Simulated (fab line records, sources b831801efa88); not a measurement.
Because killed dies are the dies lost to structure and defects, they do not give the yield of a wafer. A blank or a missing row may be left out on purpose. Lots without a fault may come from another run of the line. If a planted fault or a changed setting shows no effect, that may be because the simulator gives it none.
The same fault as seen by 2 desks    flow sfq_line    each desk has only its own numbers; what lay behind them comes last

== AT THE TOOL OWNER'S DESK: litho_track-03 ==
The tool's own readings at SFQ_TRILAYER_M4_LITHO_PEB_096 (peb time 60 s): means of the sampled wafers that have a number, for each lot that ran on this tool. Any lot whose mean is over 4 standard deviations away from the usual mean is out of limits and marked OUT; that distance is given in the brackets.
Columns: A = plate_temp_C at SFQ_TRILAYER_M4_LITHO_PEB_096, usual 115.00 C
lot   first seen here  A
L358  day 47 14:46     115.03
L360  day 49 05:36     115.15
L369  day 53 09:02     114.96
L370  day 53 17:01     115.00
L377  day 57 09:49     114.94
L378  day 57 13:25     114.75
This desk found nothing out of limits on any of the 6 lots.

== METROLOGY DESK ==
Lot by lot, what the gauges showed, no matter which tool ran the lot: averages of those sampled wafers that carry a number. Any lot whose mean is over 4 standard deviations away from the usual mean is out of limits and marked OUT; that distance is given in the brackets.
Columns: A = M4_NB_RS at SFQ_M4_RS_MEAS_924, usual 0.895 ohm/sq; B = M4_OVL at SFQ_M4_OVL_MEAS_926, usual -6 nm
lot   first seen here  A      B
L358  day 41 22:05     0.884  -9
L360  day 43 02:52     0.899  -8
L369  day 47 17:19     0.903  -8
L370  day 48 05:20     0.901  -6
L377  day 53 05:29     0.891  -19
L378  day 53 07:41     0.890  -3
This desk found nothing out of limits on any of the 6 lots.

== PUT TOGETHER ==
The tool owner's desk saw nothing out of limits.
Nothing out of limits was seen by the metrology desk.

== WHAT THE SIMULATOR HAD INSERTED ==
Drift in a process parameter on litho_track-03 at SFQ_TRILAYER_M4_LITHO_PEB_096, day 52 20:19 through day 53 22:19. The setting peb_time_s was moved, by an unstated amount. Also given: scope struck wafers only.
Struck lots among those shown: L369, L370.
